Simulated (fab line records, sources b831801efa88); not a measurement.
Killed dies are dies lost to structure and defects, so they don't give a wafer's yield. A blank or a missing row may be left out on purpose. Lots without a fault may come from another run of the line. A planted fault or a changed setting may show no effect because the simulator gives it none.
Which tool did it? | flow sky130 | 14 lots, 42 wafers sampled, at 2 steps of a route of 708

WHAT THE GAUGES READ, wafer by wafer
The record holds no reading of a measuring or inspecting step that can be judged against a usual standard deviation.

WHICH TOOL RAN EACH LOT (tool, then ch and the chambers of the sampled wafers, then the start)
lot  | SKY_FIELD_ISO_WET_ETCH_29      | SKY_PAD_OPEN_PROBE_99
L470 | wet_bench-03 ch 2, day 2 09:28 | -
L472 | wet_bench-02 ch 1, day 2 22:47 | -
L473 | wet_bench-02 ch 1, day 3 01:47 | -
L474 | wet_bench-02 ch 0, day 3 06:49 | -
L475 | wet_bench-03 ch 1, day 3 11:43 | -
L476 | wet_bench-03 ch 3, day 3 17:31 | prober-02, day 47 15:59
L477 | wet_bench-03 ch 1, day 3 22:46 | -
L480 | wet_bench-03 ch 3, day 4 14:22 | prober-02, day 48 11:16
L481 | wet_bench-02 ch 3, day 4 22:41 | prober-01, day 48 17:48
L485 | wet_bench-02 ch 2, day 5 16:56 | -
L490 | wet_bench-01 ch 3, day 6 17:01 | -
L491 | wet_bench-02 ch 0, day 6 22:01 | -
L492 | wet_bench-02 ch 2, day 7 05:00 | -
L493 | wet_bench-02 ch 1, day 7 11:44 | -
- SKY_FIELD_ISO_WET_ETCH_29: etches Si3N4 in H3PO4, target depth 160 nm, time 1825 s.
- SKY_PAD_OPEN_PROBE_99

WHAT THE TOOLS THEMSELVES READ (means of the sampled wafers that have a number; where no wafer has one, the mark that the record gives instead)
SKY_FIELD_ISO_WET_ETCH_29.
lot  | tool         | bath_guard_temp_C (C) | bath_heat_duty_pct (%)
L470 | wet_bench-03 | 160.7                 | 21
L472 | wet_bench-02 | 160.9                 | 26
L473 | wet_bench-02 | 160.8                 | 25
L474 | wet_bench-02 | 159.5                 | 28
L475 | wet_bench-03 | 159.7                 | 24
L476 | wet_bench-03 | 159.3                 | 27
L477 | wet_bench-03 | 159.6                 | 25
L480 | wet_bench-03 | -                     | -
L481 | wet_bench-02 | -                     | -
L485 | wet_bench-02 | 160.6                 | 28
L490 | wet_bench-01 | 159.5                 | 23
L491 | wet_bench-02 | 159.6                 | 28
L492 | wet_bench-02 | 160.5                 | 26
L493 | wet_bench-02 | 160.8                 | 26

SKY_PAD_OPEN_PROBE_99.
lot  | tool      | killed_at_M0_to_M3 | killed_at_M4_up | killed_at_contacts | killed_at_front_end | killed_at_other | killed_dies | killed_on_rim | killed_open | killed_short
L476 | prober-02 | 41                 | 3.0             | 25                 | 15                  | 0.3             | 84          | 18            | 42          | 41
L480 | prober-02 | 41                 | 1.7             | 23                 | 427                 | 0.0             | 492         | 96            | 46          | 33
L481 | prober-01 | 39                 | 5.0             | 36                 | 412                 | 0.0             | 492         | 96            | 47          | 43

THE ANSWER, worked out from the rows above alone
Rule: what is usual is taken from the lots themselves. Put in order of their means at a reading, lots are off if they are a third of the lots or fewer, leave a main group of 4 or more, and stand apart from it by a gap of 3 or more times the standard deviation of the main group's means; of several such gaps the widest counts. A main group whose means are all the same, to the digits that the tables above print for the reading, isn't used. A lot without any number at a reading at which 4 lots or more have one is off too. The other lots that the step has rows for count as sound. The gauges are gone through in route order, then the tools' own readings, and for those a lot's mean is taken as printed above. The first step at which some lot is off is used, and at that step the reading that is off furthest; a lot without a number counts as furthest.
Off: L480, L481, at SKY_FIELD_ISO_WET_ETCH_29 (bath_guard_temp_C). Without a number there: L480, L481. The main group: mean 160.1 C, standard deviation 0.61.
A tool fits if, at that step or a process step before it, it ran every lot that is off, and no sound lot after the first of them. None of those tried fits.

WHAT THE SIMULATOR HAD PUT IN
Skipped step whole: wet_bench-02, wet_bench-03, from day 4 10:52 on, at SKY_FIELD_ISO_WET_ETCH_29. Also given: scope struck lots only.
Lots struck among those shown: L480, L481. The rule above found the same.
